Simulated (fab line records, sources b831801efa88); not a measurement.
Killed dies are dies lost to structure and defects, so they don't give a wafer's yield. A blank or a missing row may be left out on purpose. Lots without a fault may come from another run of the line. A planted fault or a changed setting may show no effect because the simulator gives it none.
Problem report in the 8D (eight disciplines) form, filled by code | flow sky130 | the parts of the form that need people (team, actions taken, sign-off) are left out

1. THE PROBLEM
developer_temp_C at SKY_METAL5_DEVELOP_13 reads a mean of 23.96 C on 6 wafers of 2 lots; wafers without a fault read 23.01 C with a standard deviation of 0.11. That is +8.7 standard deviations from the usual mean.
The step: develop time 60 s.
First seen on wafer L544.1, day 47 00:24, on litho_track-02. The record holds 36 wafers of 12 lots with a number at this step. Rule for "out", or "out of limits": more than 4 standard deviations from the usual mean. The other wafers with a number count as sound.

2. WHAT IT IS AND WHAT IT IS NOT
question                    | is                     | is not
which readings at this step | developer_temp_C       | -
which lots                  | L544, L545             | L533, L535, L536, L539, L541, L542, L552, L554, L555, L556
which wafers of those lots  | all that have a number | -
read on which tools         | litho_track-02         | litho_track-01, litho_track-04
when                        | from day 47 00:24      | up to then (18 sound wafers); but 12 sound wafers of L552, L554, L555, L556 came after

3. SUSPECTS, AND WHAT RULES EACH OUT
Counting: a tool at a process step up to the reading stays a suspect if it ran every lot that is out and no sound lot after the first of them.
- litho_track-02 at SKY_METAL5_DEVELOP_13 (develop time 60 s): kept. It ran every lot that is out, first L544 (day 47 00:24), and no sound lot after that; its last sound lot up to then is L542 (day 46 17:20). Its own readings are out on those wafers: developer_temp_C.
Left after counting: litho_track-02 at SKY_METAL5_DEVELOP_13.

4. THE CAUSE (what the simulator had put in)
Process parameter drift: litho_track-02, from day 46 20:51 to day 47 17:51, at SKY_METAL5_DEVELOP_13. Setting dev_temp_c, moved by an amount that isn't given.
Counting left only this tool.

5. THE CHAIN OF EFFECTS, in route order
Each row: a reading whose mean over the struck wafers that have a number lies more than 3 standard deviations from the usual. Only readings for which the record gives a usual standard deviation are gone through. hours: the time from each lot's start at the first step in this table that gives one to its start at this step, as a median over the lots. sigmas: the change in usual standard deviations.
hours | step                  | reading          | usual   | on struck wafers | change | sigmas
0     | SKY_METAL5_DEVELOP_13 | developer_temp_C | 23.01 C | 23.96            | +0.95  | +8.7
The process steps in it:
- SKY_METAL5_DEVELOP_13: develop time 60 s.

6. WHAT WOULD HAVE CAUGHT IT SOONER
In this record the first reading out of limits was taken at day 47 00:24, 4 hours after the fault began at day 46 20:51.
